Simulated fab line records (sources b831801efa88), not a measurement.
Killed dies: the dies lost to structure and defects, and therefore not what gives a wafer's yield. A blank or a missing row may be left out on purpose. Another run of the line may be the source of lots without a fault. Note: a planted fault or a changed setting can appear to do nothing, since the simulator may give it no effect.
Struck lot and sound lot, side by side || flow sky130 || 20 steps out of a route of 708
Sound: wafers L406.1, L406.4, L406.6. Wafers struck: L403.1, L403.2, L403.4. The cause comes at the end.
For every step that has rows: the tool of each side, followed by ch and its chambers, followed by its first start. Under that, the readings that differ: sound wafers || struck wafers || difference of the means || sigmas: that difference in standard deviations of wafers without a fault.
alike: readings whose means differ by less than 2 such deviations, and words and numbers that are the same on both sides. not compared: withheld readings, readings that some wafer has no value for, bounds like >300 that may hide the same value, and numbers for which the record gives no deviation and whose values overlap.
A row with sigmas, a row that says differs or no value, or rows on one side alone: a step with any of these is where the two part. Non-overlapping numbers with no deviation appear without sigmas and do not part them. A reading missing from all wafers of one side parts the sides only when that side holds two or more wafers.

first, 1 step without rows for these wafers: SKY_POLY_GATE_CVD_03 (deposits Si3N4 from DCS/NH3, target thk 75 nm, time 1290 s).
SKY_POLY_GATE_THK_MEAS_04:
  sound: film-metro-01 at day 22 23:26; struck: film-metro-03 at day 22 02:11
  alike: POLY_GATE_CVD_03_THK
then, 4 steps without rows for these wafers: SKY_POLY_GATE_DEHYDRATE_05 (time 60 s); SKY_POLY_GATE_HMDS_06 (prime time 60 s); SKY_POLY_GATE_COAT_07 (resist thk 110 nm); SKY_POLY_GATE_COAT_08 (resist thk 450 nm).
SKY_POLY_GATE_SOFTBAKE_09: time 91.16 s.
  sound: litho-track-03 ch 0; struck: litho-track-01 ch 0
  alike: plate-sensor-t-centre-C, plate-sensor-t-edge-C, softbake-temp-c
then, 3 steps without rows for these wafers: SKY_POLY_GATE_EXPOSE_10 (exposes mask P1M, target cd 150 nm); SKY_POLY_GATE_PEB_11; SKY_POLY_GATE_DEVELOP_12 (develop time 60 s).
SKY_POLY_GATE_CD_MEAS_13: target cd 150 nm.
  sound: cd-sem-02 at day 24 05:55; struck: cd-sem-01 at day 23 08:53
  alike: cd-nm
SKY_POLY_GATE_OVL_MEAS_14:
  sound: overlay-01 at day 24 06:02; struck: overlay-02 at day 23 09:00
  alike: POLY_GATE_OVL
SKY_POLY_GATE_ETCH_15: etches BARC in N2/H2, stops on SiO2, time 118.5 s, target depth 110 nm.
  sound on rie-diel-01 ch 0,2,3, day 24 06:04; struck on rie-diel-01 ch 1,2,3, day 23 09:02
  no value came back on the struck wafers for any of 5 readings (bias-w (W), chamber-pressure-mTorr (mTorr) and others); on the sound wafers bias-w (W) reads 100.31 100.49 100.10
{"reading": "model.KrF-thick_of_POLY_GATE_COAT_08.thk-nm (nm)", "sound": "348.7 347.7 348", "struck": "437.4 438 436.5", "difference": "+89.2", "sigmas": ""}
  not compared: rf-hours-counter-h
SKY_POLY_GATE_ETCH_16: etches Si3N4 in CH3F/O2, stops on poly-Si, time 147.5 s, target depth 75 nm.
  sound on rie-diel-01 ch 0,2,3, day 24 06:09; struck on rie-diel-01 ch 1,2,3, day 23 09:07
{"reading": "oes-product-au (a.u.)", "sound": "0.641 0.644 0.640", "struck": "0.377 0.381 0.376", "difference": -0.264, "sigmas": -50}
{"reading": "throttle-valve-pct (%)", "sound": "10.541 10.531 10.531", "struck": "10.518 10.496 10.492", "difference": -0.032, "sigmas": -4}
  alike: O2_flow_sccm, bias-w, drypump-motor-current-A
  not compared: rf-hours-counter-h
SKY_POLY_GATE_ETCH_17: etches poly-Si in HBr/Cl2, stops on SiO2, target depth 180 nm, time 70.5 s.
  sound on rie-si-02 ch 1,2,3, day 24 06:14; struck on rie-si-01 ch 2,3, day 23 09:13
{"reading": "oes-product-au (a.u.)", "sound": "0.997 0.977 0.967", "struck": "0.275 0.270 0.272", "difference": -0.708, "sigmas": -74}
{"reading": "model.KrF-thick_of_POLY_GATE_COAT_08.thk-nm (nm)", "sound": "148.2 147.8 150", "struck": "237.3 231.9 236.2", "difference": "+86.5", "sigmas": ""}
  alike: HBr_flow_sccm, bias-w, drypump-motor-current-A, throttle-valve-pct
  not compared: rf-hours-counter-h
SKY_POLY_GATE_STRIP_18: strips in O2/N2.
  sound on plasma-asher-04 ch 0,1, day 24 06:18; struck on plasma-asher-04 ch 0,1, day 23 09:16
{"reading": "oes-product-au (a.u.)", "sound": "0.360 0.356 0.370", "struck": "0.396 0.400 0.396", "difference": "+0.035", "sigmas": "+7"}
{"reading": "strip-time-to-endpoint-s (s)", "sound": "3.28 3.25 3.29", "struck": "4.21 4.15 4.19", "difference": "+0.91", "sigmas": "+20"}
  alike: drypump-motor-current-A
  not compared: rf-hours-counter-h
then, 2 steps without rows for these wafers: SKY_POLY_GATE_CLEAN_19 (cleans in SC1/SC2, time 150 s); SKY_POLY_GATE_OXIDATION_20 (stabilise 600 s, purge 300 s, target thk 4 nm).
SKY_POLY_GATE_CD_MEAS_22:
  sound: cd-sem-01 at day 24 07:46; struck: cd-sem-02 at day 23 10:44
{"reading": "cd-nm (nm)", "sound": "152.2 148.5 146.9", "struck": "- - -", "difference": "no value on the struck wafers", "sigmas": ""}
then, 1 step without rows for these wafers: SKY_LDD_N_DEHYDRATE_00 (time 60 s).

== WHERE THEY PART ==
Last at SKY_POLY_GATE_CD_MEAS_22 as far as this record goes, first at SKY_POLY_GATE_ETCH_15.

WHY: what the simulator had put in
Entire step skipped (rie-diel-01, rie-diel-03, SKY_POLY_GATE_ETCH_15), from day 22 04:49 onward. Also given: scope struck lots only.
